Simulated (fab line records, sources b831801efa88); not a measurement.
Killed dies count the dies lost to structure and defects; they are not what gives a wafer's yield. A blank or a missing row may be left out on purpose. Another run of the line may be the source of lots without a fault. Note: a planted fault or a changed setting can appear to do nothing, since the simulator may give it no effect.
Which tool is to blame? ; flow sky130 ; 15 lots with 45 wafers sampled at 6 steps, on a route of 708 steps

## WHAT THE GAUGES SHOWED, per wafer
SKY_FIELD_ISO_THK_MEAS_23.
lot;measured;on;FIELD_ISO_OXIDATION_01_THK (nm)
L714;day 2 18:40;film metro-01;10.26 10.16 10.27
L715;day 3 00:17;film metro-02;10.21 10.15 10.18
L716;day 3 00:18;film metro-01;10.24 10.03 10.14
L719;day 3 19:28;film metro-02;10.41 10.32 10.32
L720;day 3 22:08;film metro-04;10.34 10.23 10.30
L724;day 4 20:39;film metro-04;9.87 9.84 9.96
L726;day 5 02:29;film metro-04;9.73 9.78 9.75
L727;day 5 06:53;film metro-02;9.99 9.92 9.93
L729;day 5 18:12;film metro-01;- - -
L730;day 6 00:05;film metro-01;- - -
L731;day 6 03:39;film metro-04;- - -
L733;day 6 15:28;film metro-02;10.46 10.30 10.34
L734;day 6 22:31;film metro-04;9.89 9.88 9.79
L735;day 7 03:52;film metro-01;10.12 10.19 10.15
L736;day 7 07:37;film metro-04;10.17 10.02 9.91

SKY_VT_ADJUST_LVTN_TW_MEAS_10.
lot;measured;on;VT_ADJUST_LVTN_TW
L714;day 7 17:48;film metro-02;242.8 241.9 243.1
L715;day 7 19:24;film metro-02;242.2 242.2 242.0
L716;day 7 23:44;film metro-04;237.9 237.9 238.5
L719;day 8 23:44;film metro-02;241.1 242.4 241.1
L720;day 8 22:40;film metro-02;240.4 241.2 241.1
L724;day 9 23:57;film metro-04;239.0 240.7 239.4
L726;day 10 07:28;film metro-04;239.0 241.0 239.4
L727;day 10 14:52;film metro-02;241.0 239.6 239.3
L733;day 12 08:38;film metro-02;241.2 240.4 239.2
L734;day 12 15:18;film metro-03;238.3 239.7 239.1
L735;day 12 21:32;film metro-03;239.7 239.7 239.6
L736;day 13 02:54;film metro-03;239.3 239.4 240.0

## TOOL THAT RAN EACH LOT (tool first, then ch and the chambers of the sampled wafers, then the start)
lot;SKY_FIELD_ISO_CVD_03;SKY_FIELD_ISO_ETCH_14;SKY_FIELD_ISO_ETCH_15;SKY_FIELD_ISO_ETCH_17
L714;lpcvd-02 ch 0, day 1 19:54;rie diel-04 ch 0,2, day 2 11:37;rie diel-04 ch 0,2, day 2 11:40;rie si-01 ch 0,2, day 2 11:49
L715;lpcvd-02 ch 1, day 2 04:42;rie diel-01 ch 0,1,2, day 2 20:19;rie diel-01 ch 0,1,2, day 2 20:22;rie si-02 ch 1,2,3, day 2 20:31
L716;lpcvd-02 ch 1, day 2 04:42;rie diel-03 ch 0,2, day 2 21:19;rie diel-03 ch 0,2, day 2 21:22;rie si-01 ch 1,2, day 2 21:31
L719;lpcvd-02 ch 0, day 2 22:23;rie diel-04 ch 2,3, day 3 15:36;rie diel-04 ch 2,3, day 3 15:38;rie si-01 ch 0,1,3, day 3 15:48
L720;lpcvd-02 ch 1, day 3 01:44;rie diel-03 ch 1,2,3, day 3 18:30;rie diel-03 ch 1,2,3, day 3 18:32;rie si-02 ch 1,2,3, day 3 18:42
L724;lpcvd-02 ch 1, day 3 22:46;rie diel-04 ch 1,2,3, day 4 17:56;rie diel-04 ch 1,2,3, day 4 17:58;rie si-01 ch 0,1,3, day 4 18:08
L726;lpcvd-02 ch 1, day 4 05:07;rie diel-01 ch 0,2, day 5 00:16;rie diel-01 ch 0,2, day 5 00:20;rie si-01 ch 1,2,3, day 5 00:30
L727;lpcvd-02 ch 0, day 4 09:41;rie diel-03 ch 1,2, day 5 05:10;rie diel-03 ch 1,2, day 5 05:13;rie si-02 ch 1,2,3, day 5 05:22
L729;lpcvd-02 ch 1, day 4 20:35;rie diel-04 ch 0,1,2, day 5 15:56;rie diel-04 ch 0,1,2, day 5 15:58;rie si-02 ch 0,1,3, day 5 16:08
L730;lpcvd-02 ch 0, day 5 02:05;rie diel-01 ch 1,2, day 5 22:22;rie diel-01 ch 1,2, day 5 22:25;rie si-02 ch 0,3, day 5 22:34
L731;lpcvd-02 ch 1, day 5 05:41;rie diel-03 ch 0,1,2, day 6 01:54;rie diel-03 ch 0,1,2, day 6 01:56;rie si-01 ch 0,3, day 6 02:06
L733;lpcvd-02 ch 1, day 5 15:41;rie diel-03 ch 0,1,2, day 6 12:20;rie diel-03 ch 0,1,2, day 6 12:22;rie si-01 ch 1,2,3, day 6 12:32
L734;lpcvd-02 ch 1, day 5 21:17;rie diel-01 ch 0,1, day 6 18:51;rie diel-01 ch 0,1, day 6 18:53;rie si-02 ch 2,3, day 6 19:03
L735;lpcvd-02 ch 1, day 6 03:35;rie diel-04 ch 1,2, day 7 00:44;rie diel-04 ch 1,2, day 7 00:47;rie si-02 ch 0,2,3, day 7 00:56
L736;lpcvd-02 ch 0, day 6 08:31;rie diel-03 ch 0,1, day 7 05:39;rie diel-03 ch 0,1, day 7 05:41;rie si-02 ch 0,1,3, day 7 05:51
- SKY_FIELD_ISO_CVD_03: deposits Si3N4 from DCS/NH3, target thk 165 nm, time 2830 s.
- SKY_FIELD_ISO_ETCH_14: etches BARC in N2/H2, stops on SiO2, time 45.9 s, target depth 60 nm.
- SKY_FIELD_ISO_ETCH_15: etches the open film in CHF3/O2, stops on Si, target depth 180 nm, time 72 s.
- SKY_FIELD_ISO_ETCH_17: etches Si in HBr/Cl2/O2, target depth 342 nm, time 97.7 s.

## WHAT THE TOOLS THEMSELVES READ (means of the sampled wafers that have a number; where no wafer has one, the mark that the record gives instead)
SKY_FIELD_ISO_CVD_03.
lot;tool;pressure mtorr (mTorr);spike tc bottom C (C);spike tc centre C (C)
L714;lpcvd-02;250.6;793.7;770.2
L715;lpcvd-02;249.8;794.4;771.2
L716;lpcvd-02;250.2;795.7;771.3
L719;lpcvd-02;249.6;793.8;769.1
L720;lpcvd-02;249.9;794.4;770.8
L724;lpcvd-02;249.9;794.9;771.1
L726;lpcvd-02;250.3;795.0;771.0
L727;lpcvd-02;250.3;792.7;770.7
L729;lpcvd-02;-;-;-
L730;lpcvd-02;-;-;-
L731;lpcvd-02;-;-;-
L733;lpcvd-02;249.9;794.5;771.8
L734;lpcvd-02;249.8;795.4;771.8
L735;lpcvd-02;250.1;795.3;770.7
L736;lpcvd-02;250.2;793.9;769.5

SKY_FIELD_ISO_ETCH_14.
lot;tool;drypump motor current A (A);n2 flow sccm (sccm);oes product au (a.u.);throttle valve pct (%)
L714;rie diel-04;6.1;99.92;0.856;13.219
L715;rie diel-01;5.4;100.16;0.860;13.228
L716;rie diel-03;5.8;100.15;0.851;13.218
L719;rie diel-04;5.3;100.09;0.852;13.228
L720;rie diel-03;5.4;100.12;0.856;13.220
L724;rie diel-04;5.5;100.11;0.857;13.226
L726;rie diel-01;5.3;100.16;0.853;13.227
L727;rie diel-03;5.6;100.19;0.847;13.215
L729;rie diel-04;5.8;100.12;0.856;13.222
L730;rie diel-01;5.7;99.72;0.849;13.225
L731;rie diel-03;5.6;100.16;0.853;13.225
L733;rie diel-03;5.5;99.90;0.854;13.227
L734;rie diel-01;5.3;99.87;0.853;13.226
L735;rie diel-04;6.0;99.87;0.859;13.218
L736;rie diel-03;5.2;100.38;0.853;13.223

SKY_FIELD_ISO_ETCH_15.
lot;tool;drypump motor current A (A);oes product au (a.u.);throttle valve pct (%)
L714;rie diel-04;6.1;0.944;8.846
L715;rie diel-01;5.4;0.942;8.841
L716;rie diel-03;5.8;0.954;8.851
L719;rie diel-04;5.3;0.958;8.846
L720;rie diel-03;5.4;0.951;8.847
L724;rie diel-04;5.5;0.938;8.845
L726;rie diel-01;5.3;0.942;8.842
L727;rie diel-03;5.5;0.952;8.844
L729;rie diel-04;5.8;0.985;8.863
L730;rie diel-01;5.7;0.991;8.858
L731;rie diel-03;5.5;0.983;8.842
L733;rie diel-03;5.5;0.960;8.848
L734;rie diel-01;5.3;0.951;8.849
L735;rie diel-04;6.0;0.953;8.843
L736;rie diel-03;5.2;0.946;8.845

SKY_FIELD_ISO_ETCH_17.
lot;tool;drypump motor current A (A);oes product au (a.u.);throttle valve pct (%)
L714;rie si-01;5.9;1.001;25.657
L715;rie si-02;5.2;0.992;25.664
L716;rie si-01;5.7;1.007;25.647
L719;rie si-01;5.6;1.015;25.659
L720;rie si-02;5.2;1.009;25.653
L724;rie si-01;5.6;1.006;25.664
L726;rie si-01;5.9;1.000;25.662
L727;rie si-02;5.2;0.995;25.654
L729;rie si-02;5.4;1.001;25.656
L730;rie si-02;5.4;1.004;25.649
L731;rie si-01;5.6;1.008;25.654
L733;rie si-01;5.9;1.011;25.656
L734;rie si-02;5.2;0.999;25.663
L735;rie si-02;5.2;1.006;25.656
L736;rie si-02;5.3;1.001;25.654

## THE ANSWER, worked out from the rows above alone
Rule: the lots themselves supply what counts as usual. The widest of any qualifying gaps counts: lots, ordered by their means at a reading, are off when they make up no more than a third of the lots, leave a main group of 4 or more, and stand apart from it by 3 or more times the standard deviation of that group's means. The tables above print the reading to a certain number of digits; a main group whose means all agree to those digits is not used. Also off: a lot with no number at a reading for which 4 or more lots have one. All remaining lots with rows at the step are treated as sound. First the gauges in route order, then the tools' own readings, where a lot's mean is used as printed above. The first step at which some lot is off is used, and at that step the reading that is off furthest; a lot without a number counts as furthest.
Off: at SKY_FIELD_ISO_THK_MEAS_23 (FIELD_ISO_OXIDATION_01_THK), L729, L730, L731. Without a number there: L729, L730, L731. Main group: mean 10.10 nm, sd 0.19.
If a tool, at a process step before that reading, ran all the lots that are off and no sound lot after the first of them, it fits. The gauges at SKY_FIELD_ISO_THK_MEAS_23 aren't tried: what is off there is off at SKY_FIELD_ISO_CVD_03 too, on other tools, and a gauge's error can't cause that. Of those tried, none fits.

## WHAT THE SIMULATOR HAD PUT IN
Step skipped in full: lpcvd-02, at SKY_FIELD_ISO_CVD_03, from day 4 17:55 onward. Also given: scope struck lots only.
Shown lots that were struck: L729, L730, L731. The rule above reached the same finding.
